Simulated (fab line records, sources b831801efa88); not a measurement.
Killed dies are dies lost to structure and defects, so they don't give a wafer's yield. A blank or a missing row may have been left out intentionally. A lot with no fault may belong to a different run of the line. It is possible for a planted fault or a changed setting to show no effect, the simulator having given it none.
fab line records | flow sky130
record lots=13 | wafers=39 | lastDay=50
route steps=708 shown LDD_P@266 LDD_LDN@301 SD_P@324
lots untouched by any fault: they come from a run of this same line in which no faults occurred
startH: the number of hours between the record's first day and the start of the first shown wafer of the lot | waitH: hours from the lot's prior step to this one | " identical to the entry in the row above | L1.1+2: one row covering several wafers at once | - no value present, or no start provided | * or withheld: withheld | < > ~ a bound
route shown NAME@n: a module of which the file shows steps, and the number in the route of the first | usual: the fault-free wafers' mean and standard deviation | same: alike in all rows | chamber/n: place in a boat | sites: the reading at each site | _std_site: standard deviation of those values | _edge_site: the outer-site mean with the inner-site mean subtracted | radiusMm: how far each site lies from the wafer's centre | mask NAME#n: copy n | behind: the last tool/chamber to shape the wafer | hold: why the lot went on hold/how many hours it stayed there/how the hold came to an end | device: transistor that didn't switch, given as n, p or np | end of line: the tests these same wafers got at the end of their route | where a step has no rows: the recipe by itself | killed: the dies lost at the first sort to structure and to defects; this is not the yield of the wafer | map: a wafer's dies, x killed, . not, _ none there
set.NAME: setting as actually run; set.NAME@STEP: the setting as run at that earlier step | model.NAME: the simulator's own value behind a step, which no gauge read
route steps across a sampled set of lots; one table per step, one row per wafer
services: a tool's chamber out of use, with start hour (startH, from the record's first day; less than 0 if before it), hours out, and reason
## steps
# step SKY_LDD_P_TW_MEAS_11
# usual LDD_P_TW=641/5.3
lot.wafer | tool         | chamber | startH | waitH | LDD_P_TW
L584.4    | filmMetro-04 | -       | 450.96 | 0.1   | 638
L584.5    | "            | -       | "      | "     | 640
L584.6    | "            | -       | "      | "     | 639
L585.1    | filmMetro-02 | -       | 464.68 | 0.1   | 646
L585.2    | "            | -       | "      | "     | 648
L585.4    | "            | -       | "      | "     | 645
L586.1    | filmMetro-02 | -       | 466.18 | 0.1   | 646
L586.2    | "            | -       | "      | "     | 647
L586.5    | "            | -       | "      | "     | 645
L588.2    | filmMetro-03 | -       | 482.59 | 0.1   | 635
L588.3    | "            | -       | "      | "     | 636
L588.6    | "            | -       | "      | "     | 637
L589.1    | filmMetro-04 | -       | 493.98 | 0.1   | 636
L589.3    | "            | -       | "      | "     | 638
L589.6    | "            | -       | "      | "     | 644
L591.4    | filmMetro-04 | -       | 509.71 | 0.1   | 642
L591.5    | "            | -       | "      | "     | 640
L591.6    | "            | -       | "      | "     | 639
L594.1    | filmMetro-02 | -       | 534.17 | 0.1   | 648
L594.2    | "            | -       | "      | "     | 648
L594.5    | "            | -       | "      | "     | 647
L595.1    | filmMetro-04 | -       | 542.33 | 0.1   | 638
L595.2    | "            | -       | "      | "     | 638
L595.5    | "            | -       | "      | "     | 638
L596.3    | filmMetro-02 | -       | 546.96 | 0.1   | 647
L596.4    | "            | -       | "      | "     | 645
L596.6    | "            | -       | "      | "     | 646
L597.2    | filmMetro-03 | -       | 564.75 | 0.1   | 637
L597.4    | "            | -       | "      | "     | 634
L597.6    | "            | -       | "      | "     | 636
L602.1    | filmMetro-03 | -       | 594.22 | 0.1   | 640
L602.4    | "            | -       | "      | "     | 640
L602.6    | "            | -       | "      | "     | 640
L604.1    | filmMetro-04 | -       | 622.29 | 0.1   | 642
L604.3    | "            | -       | "      | "     | 642
L604.6    | "            | -       | "      | "     | 639
L606.3    | filmMetro-03 | -       | 642.29 | 0.1   | 634
L606.4    | "            | -       | "      | "     | 630
L606.6    | "            | -       | "      | "     | 634
# step SKY_LDD_LDN_STRIP_12
# recipe chemistry=O2/N2 | powerW=1400 | pressureMtorr=1500 | platenTempC=withheld | o2FlowSccm=3000 | n2FlowSccm=300 | overashFraction=0.5
# usual drypumpMotorCurrentA=5.73/0.13 | n2FlowSccm=300.1/0.92 | oesProductAu=0.715/0.0048 | stripTimeToEndpointS=14.19/0.033
lot.wafer | tool           | chamber | startH | waitH | drypumpMotorCurrentA | n2FlowSccm | oesProductAu | rfHoursCounterH | stripTimeToEndpointS
L584.4    | plasmaAsher-02 | 0       | 543.79 | 0.1   | 5.59                 | 300.8      | 0.706        | -               | 14.21
L584.5    | "              | 0       | "      | "     | 5.60                 | 300.9      | 0.722        | -               | 14.25
L584.6    | "              | 1       | "      | "     | 5.86                 | 300.9      | 0.728        | -               | 14.22
L585.1    | plasmaAsher-02 | 0       | 557.26 | 0.1   | 5.63                 | 300.6      | 0.705        | 43              | 14.20
L585.2    | "              | 1       | "      | "     | 5.87                 | 299.6      | 0.712        | 43              | 14.22
L585.4    | "              | 1       | "      | "     | 5.89                 | 297.9      | 0.717        | -               | 14.22
L586.1    | plasmaAsher-02 | 0       | 559.10 | 0.1   | 5.61                 | 299.7      | 0.717        | 43              | 14.13
L586.2    | "              | 1       | "      | "     | 5.87                 | 299.6      | 0.712        | 43              | 14.17
L586.5    | "              | 1       | "      | "     | 5.86                 | 300.1      | 0.718        | -               | 14.18
L588.2    | plasmaAsher-04 | 1       | 574.45 | 0.1   | 5.87                 | 299.9      | 0.717        | 73              | 14.21
L588.3    | "              | 0       | "      | "     | 5.75                 | 300.4      | 0.717        | -               | 14.21
L588.6    | "              | 0       | "      | "     | 5.74                 | 301.1      | 0.714        | -               | 14.25
L589.1    | plasmaAsher-04 | 1       | 585.46 | 0.1   | 5.87                 | 299.5      | 0.709        | 74              | 14.21
L589.3    | "              | 1       | "      | "     | 5.87                 | 298.7      | 0.712        | -               | 14.20
L589.6    | "              | 0       | "      | "     | 5.74                 | 300.7      | 0.716        | -               | 14.23
L591.4    | plasmaAsher-02 | 1       | 599.20 | 0.1   | 5.88                 | 299.6      | 0.717        | -               | 14.15
L591.5    | "              | 1       | "      | "     | 5.89                 | 300.8      | 0.717        | -               | 14.21
L591.6    | "              | 0       | "      | "     | 5.63                 | 300.1      | 0.718        | -               | 14.17
L594.1    | plasmaAsher-04 | 0       | 624.40 | 0.1   | 5.75                 | 298.9      | 0.716        | 78              | 14.18
L594.2    | "              | 1       | "      | "     | 5.84                 | 301.6      | 0.716        | 78              | 14.18
L594.5    | "              | 0       | "      | "     | 5.76                 | 298.7      | 0.720        | -               | 14.19
L595.1    | plasmaAsher-01 | 1       | 630.55 | 0.1   | 5.73                 | 301.3      | 0.722        | 19              | 14.21
L595.2    | "              | 0       | "      | "     | 5.47                 | 299.6      | 0.711        | 19              | 14.20
L595.5    | "              | 1       | "      | "     | 5.74                 | 301.7      | 0.718        | -               | 14.20
L596.3    | plasmaAsher-02 | 0       | 636.24 | 0.1   | 5.62                 | 300.1      | 0.713        | -               | 14.16
L596.4    | "              | 1       | "      | "     | 5.86                 | 300.5      | 0.714        | -               | 14.11
L596.6    | "              | 0       | "      | "     | 5.61                 | 299.5      | 0.717        | -               | 14.16
L597.2    | plasmaAsher-04 | 0       | 653.31 | 0.1   | 5.76                 | 299.6      | 0.711        | 81              | 14.11
L597.4    | "              | 0       | "      | "     | 5.75                 | 300.2      | 0.724        | -               | 14.14
L597.6    | "              | 1       | "      | "     | 5.86                 | 299.9      | 0.715        | -               | 14.14
L602.1    | plasmaAsher-02 | 0       | 680.60 | 0.1   | 5.62                 | 302.1      | 0.709        | 55              | 14.16
L602.4    | "              | 1       | "      | "     | 5.91                 | 300.1      | 0.709        | -               | 14.18
L602.6    | "              | 0       | "      | "     | 5.62                 | 301.9      | 0.712        | -               | 14.17
L604.1    | plasmaAsher-01 | 1       | 708.10 | 0.1   | 5.73                 | 299.4      | 0.721        | 26              | 14.15
L604.3    | "              | 1       | "      | "     | 5.73                 | 300.9      | 0.717        | -               | 14.13
L604.6    | "              | 0       | "      | "     | 5.49                 | 299.2      | 0.714        | -               | 14.13
L606.3    | plasmaAsher-04 | 1       | 727.09 | 0.1   | 5.88                 | 298.9      | 0.714        | -               | 14.18
L606.4    | "              | 0       | "      | "     | 5.76                 | 299.2      | 0.712        | -               | 14.19
L606.6    | "              | 1       | "      | "     | 5.87                 | 299.0      | 0.717        | -               | 14.19
# step SKY_SD_P_EXPOSE_04
# recipe maskId=PSDM | na=0.6 | sourceShape=conventional | sigmaOuter=0.6 | polarization=unpolarized | targetCdNm=380 | doseMj=138
# usual focusOffsetNm=0.0/0.53
# same na=0.6 | sigmaOuter=0.6
lot.wafer | tool            | chamber | startH | waitH | mask      | focusOffsetNm
L584.4    | ilineStepper-02 | 0       | 589.23 | -     | PSDM#0    | -0.8
L584.5    | "               | 0       | "      | "     | PSDM#0    | -0.2
L584.6    | "               | 0       | "      | "     | PSDM#0    | 0.2
L585.1    | ilineStepper-02 | 0       | 603.89 | -     | PSDM#0    | -0.2
L585.2    | "               | 0       | "      | "     | PSDM#0    | -0.4
L585.4    | "               | 0       | "      | "     | PSDM#0    | -0.6
L586.1    | ilineStepper-01 | 0       | 606.79 | -     | PSDM#0    | -0.4
L586.2    | "               | 0       | "      | "     | PSDM#0    | -0.6
L586.5    | "               | 0       | "      | "     | PSDM#0    | -0.4
L588.2    | ilineStepper-01 | 0       | 621.59 | -     | PSDM#0    | -0.1
L588.3    | "               | 0       | "      | "     | PSDM#0    | 0.3
L588.6    | "               | 0       | "      | "     | PSDM#0    | -0.9
L589.1    | ilineStepper-01 | 0       | 631.75 | -     | PSDM#0    | -0.8
L589.3    | "               | 0       | "      | "     | PSDM#0    | -0.6
L589.6    | "               | 0       | "      | "     | PSDM#0    | 0.1
L591.4    | ilineStepper-02 | 0       | 645.81 | -     | PSDM#0    | 0.1
L591.5    | "               | 0       | "      | "     | PSDM#0    | 0.3
L591.6    | "               | 0       | "      | "     | PSDM#0    | -0.1
L594.1    | ilineStepper-01 | 0       | 669.62 | -     | PSDM#0    | -1.6
L594.2    | "               | 0       | "      | "     | PSDM#0    | -0.5
L594.5    | "               | 0       | "      | "     | PSDM#0    | -0.9
L595.1    | ilineStepper-02 | 0       | 677.04 | -     | PSDM#0    | 0.9
L595.2    | "               | 0       | "      | "     | PSDM#0    | 0.5
L595.5    | "               | 0       | "      | "     | PSDM#0    | 0.0
L596.3    | ilineStepper-01 | 0       | 682.69 | -     | PSDM#0    | -0.9
L596.4    | "               | 0       | "      | "     | PSDM#0    | 0.2
L596.6    | "               | 0       | "      | "     | PSDM#0    | 0.1
L597.2    | ilineStepper-02 | 0       | 698.87 | -     | PSDM_R1#0 | 0.0
L597.4    | "               | 0       | "      | "     | PSDM_R1#0 | -0.1
L597.6    | "               | 0       | "      | "     | PSDM_R1#0 | 0.0
L602.1    | ilineStepper-02 | 0       | 724.47 | -     | PSDM#0    | 0.3
L602.4    | "               | 0       | "      | "     | PSDM#0    | 1.0
L602.6    | "               | 0       | "      | "     | PSDM#0    | 0.8
L604.1    | ilineStepper-02 | 0       | 751.20 | -     | PSDM#0    | 0.5
L604.3    | "               | 0       | "      | "     | PSDM#0    | -0.3
L604.6    | "               | 0       | "      | "     | PSDM#0    | 0.3
L606.3    | ilineStepper-01 | 0       | 770.81 | -     | PSDM#0    | -0.2
L606.4    | "               | 0       | "      | "     | PSDM#0    | -0.1
L606.6    | "               | 0       | "      | "     | PSDM#0    | 0.9
# step SKY_SD_P_CD_MEAS_07
# recipe targetCdNm=380
# usual cdNm=379.3/2.5
lot.wafer | tool     | chamber | startH | waitH | cdNm
L584.4    | cdSem-02 | -       | 603.83 | 0.1   | 379.1
L584.5    | "        | -       | "      | "     | 375.9
L584.6    | "        | -       | "      | "     | 375.4
L585.1    | cdSem-01 | -       | 618.32 | 0.1   | 376.4
L585.2    | "        | -       | "      | "     | 375.3
L585.4    | "        | -       | "      | "     | 374.1
L586.1    | cdSem-01 | -       | 620.97 | 0.1   | 383.0
L586.2    | "        | -       | "      | "     | 382.6
L586.5    | "        | -       | "      | "     | 380.9
L588.2    | cdSem-01 | -       | 636.19 | 0.1   | 380.9
L588.3    | "        | -       | "      | "     | 380.2
L588.6    | "        | -       | "      | "     | 381.3
L589.1    | cdSem-01 | -       | 645.99 | 0.2   | 380.0
L589.3    | "        | -       | "      | "     | 380.2
L589.6    | "        | -       | "      | "     | 379.4
L591.4    | cdSem-02 | -       | 659.53 | 0.1   | 382.9
L591.5    | "        | -       | "      | "     | 383.1
L591.6    | "        | -       | "      | "     | 382.0
L594.1    | cdSem-02 | -       | 683.42 | 0.1   | 374.6
L594.2    | "        | -       | "      | "     | 376.6
L594.5    | "        | -       | "      | "     | 374.3
L595.1    | cdSem-02 | -       | 690.12 | 0.1   | 377.1
L595.2    | "        | -       | "      | "     | 377.0
L595.5    | "        | -       | "      | "     | 378.8
L596.3    | cdSem-02 | -       | 696.86 | 0.1   | 377.0
L596.4    | "        | -       | "      | "     | 377.4
L596.6    | "        | -       | "      | "     | 379.5
L597.2    | cdSem-02 | -       | 712.19 | 0.1   | 303.8
L597.4    | "        | -       | "      | "     | 304.8
L597.6    | "        | -       | "      | "     | 303.3
L602.1    | cdSem-02 | -       | 737.27 | 0.1   | 378.1
L602.4    | "        | -       | "      | "     | 380.6
L602.6    | "        | -       | "      | "     | 379.3
L604.1    | cdSem-01 | -       | 764.17 | 0.1   | 378.4
L604.3    | "        | -       | "      | "     | 376.9
L604.6    | "        | -       | "      | "     | 377.4
L606.3    | cdSem-02 | -       | 784.61 | 0.1   | 380.6
L606.4    | "        | -       | "      | "     | 382.7
L606.6    | "        | -       | "      | "     | 381.1
# step SKY_SD_P_STRIP_10
# recipe chemistry=O2/N2 | powerW=1400 | pressureMtorr=1500 | platenTempC=withheld | o2FlowSccm=3000 | n2FlowSccm=300 | overashFraction=0.5
# usual drypumpMotorCurrentA=5.65/0.15 | n2FlowSccm=300.1/0.92 | oesProductAu=0.618/0.0042 | stripTimeToEndpointS=17.50/0.04
lot.wafer | tool           | chamber | startH | waitH | drypumpMotorCurrentA | n2FlowSccm | oesProductAu | rfHoursCounterH | stripTimeToEndpointS
L584.4    | plasmaAsher-01 | 0       | 604.11 | 0.1   | 5.52                 | 298.7      | 0.617        | -               | 17.48
L584.5    | "              | 1       | "      | "     | 5.76                 | 300.4      | 0.621        | -               | 17.49
L584.6    | "              | 0       | "      | "     | 5.50                 | 298.1      | 0.615        | -               | 17.47
L585.1    | plasmaAsher-02 | 0       | 618.62 | 0.1   | 5.61                 | 300.3      | 0.616        | 49              | 17.46
L585.2    | "              | 1       | "      | "     | 5.86                 | 301.3      | 0.614        | 49              | 17.53
L585.4    | "              | 0       | "      | "     | 5.62                 | 299.9      | 0.616        | -               | 17.50
L586.1    | plasmaAsher-02 | 0       | 621.27 | 0.1   | 5.62                 | 300.6      | 0.620        | 49              | 17.56
L586.2    | "              | 1       | "      | "     | 5.85                 | 300.2      | 0.614        | 49              | 17.53
L586.5    | "              | 0       | "      | "     | 5.61                 | 300.4      | 0.616        | -               | 17.56
L588.2    | plasmaAsher-03 | 0       | 636.48 | 0.1   | 5.89                 | 299.6      | 0.617        | 96              | 17.53
L588.3    | "              | 1       | "      | "     | 5.40                 | 300.6      | 0.620        | -               | 17.51
L588.6    | "              | 0       | "      | "     | 5.87                 | 300.7      | 0.617        | -               | 17.56
L589.1    | plasmaAsher-01 | 0       | 646.29 | 0.1   | 5.48                 | 299.3      | 0.612        | 20              | 17.53
L589.3    | "              | 0       | "      | "     | 5.48                 | 301.6      | 0.621        | -               | 17.53
L589.6    | "              | 1       | "      | "     | 5.74                 | 300.3      | 0.611        | -               | 17.59
L591.4    | plasmaAsher-01 | 1       | 659.81 | 0.1   | 5.75                 | 299.0      | 0.609        | -               | 17.51
L591.5    | "              | 1       | "      | "     | 5.73                 | 299.8      | 0.620        | -               | 17.46
L591.6    | "              | 0       | "      | "     | 5.49                 | 299.5      | 0.618        | -               | 17.54
L594.1    | plasmaAsher-01 | 1       | 683.73 | 0.1   | 5.73                 | 299.0      | 0.620        | 24              | 17.55
L594.2    | "              | 0       | "      | "     | 5.49                 | 301.1      | 0.617        | 24              | 17.51
L594.5    | "              | 1       | "      | "     | 5.73                 | 300.4      | 0.618        | -               | 17.54
L595.1    | plasmaAsher-03 | 0       | 690.42 | 0.1   | 5.83                 | 300.1      | 0.615        | 101             | 17.52
L595.2    | "              | 1       | "      | "     | 5.44                 | 302.2      | 0.622        | 101             | 17.53
L595.5    | "              | 1       | "      | "     | 5.41                 | 301.6      | 0.616        | -               | 17.54
L596.3    | plasmaAsher-01 | 0       | 697.16 | 0.1   | 5.49                 | 300.1      | 0.614        | -               | 17.52
L596.4    | "              | 1       | "      | "     | 5.73                 | 300.6      | 0.624        | -               | 17.54
L596.6    | "              | 0       | "      | "     | 5.49                 | 299.7      | 0.617        | -               | 17.51
L597.2    | plasmaAsher-01 | 0       | 712.48 | 0.1   | 5.49                 | 299.9      | 0.615        | 27              | 17.50
L597.4    | "              | 0       | "      | "     | 5.48                 | 299.5      | 0.620        | -               | 17.46
L597.6    | "              | 0       | "      | "     | 5.50                 | 298.7      | 0.619        | -               | 17.46
L602.1    | plasmaAsher-01 | 0       | 737.57 | 0.1   | 5.50                 | 300.9      | 0.617        | 29              | 17.45
L602.4    | "              | 1       | "      | "     | 5.76                 | 302.2      | 0.616        | -               | 17.43
L602.6    | "              | 0       | "      | "     | 5.50                 | 300.2      | 0.614        | -               | 17.47
L604.1    | plasmaAsher-01 | 1       | 764.47 | 0.1   | 5.75                 | 300.3      | 0.613        | 32              | 17.48
L604.3    | "              | 1       | "      | "     | 5.74                 | 299.9      | 0.622        | -               | 17.46
L604.6    | "              | 1       | "      | "     | 5.75                 | 300.2      | 0.625        | -               | 17.44
L606.3    | plasmaAsher-01 | 1       | 784.91 | 0.1   | 5.75                 | 299.8      | 0.623        | -               | 17.47
L606.4    | "              | 0       | "      | "     | 5.49                 | 298.4      | 0.610        | -               | 17.40
L606.6    | "              | 1       | "      | "     | 5.72                 | 298.7      | 0.610        | -               | 17.42
## services
tool            | chamber | startH | hours | kind
ilineStepper-01 | -       | 570.73 | 7.9   | repair
ilineStepper-02 | -       | 636.88 | 4.9   | repair
ilineStepper-01 | -       | 645.35 | 2.1   | pm
ilineStepper-01 | -       | 647.43 | -     | consumableReplace:lamp
ilineStepper-01 | 0       | 657.43 | -     | calibration
plasmaAsher-03  | -       | 663.60 | 2.2   | repair
ilineStepper-02 | -       | 681.65 | 1.7   | pm
ilineStepper-01 | -       | 718.38 | 1.7   | pm
ilineStepper-02 | 0       | 724.11 | -     | calibration
plasmaAsher-03  | -       | 733.75 | 9.0   | pm
plasmaAsher-03  | 0       | 733.75 | 9.0   | ventCycle
plasmaAsher-03  | 1       | 733.75 | 9.0   | ventCycle
plasmaAsher-03  | 0       | 742.75 | -     | clean
plasmaAsher-03  | 1       | 742.75 | -     | clean
plasmaAsher-03  | -       | 757.34 | 8.9   | repair
plasmaAsher-04  | -       | 779.63 | 7.0   | repair
## key
firstSign step=SKY_SD_P_EXPOSE_04 | reading=mask | direction=changed
effect step=SKY_SD_P_CD_MEAS_07 | reading=cdNm | direction=down | sigmas=30 | usual=379.3 | struck=304.0
metAt SKY_SD_P_EXPOSE_04
struckLots L597
sortLeftOut L597.2,L597.4,L597.6
testerLeftOut L597
notActingAt SKY_LDD_P_TW_MEAS_11,SKY_LDD_LDN_STRIP_12,SKY_SD_P_STRIP_10
onsetBetween 677.04 698.87
fault kind=wrongMask | tool=any | chamber=- | onsetH=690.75 | steps=SKY_SD_P_EXPOSE_04 | auxCopy=PSDM_R1#0 | cdOffsetNm=-76 | scope=struckLotsOnly
# testerLeftOut: of these lots the tester's yield and bins aren't shown, on N5 and GAA mostly nor the transistor test; their killed dies are dies lost to structure and defects alone, not to doping, threshold or leakage, so they don't give the yield
# sortLeftOut: the simulated sort isn't trusted on such a fault, so these wafers' sort isn't shown, and their yield isn't known
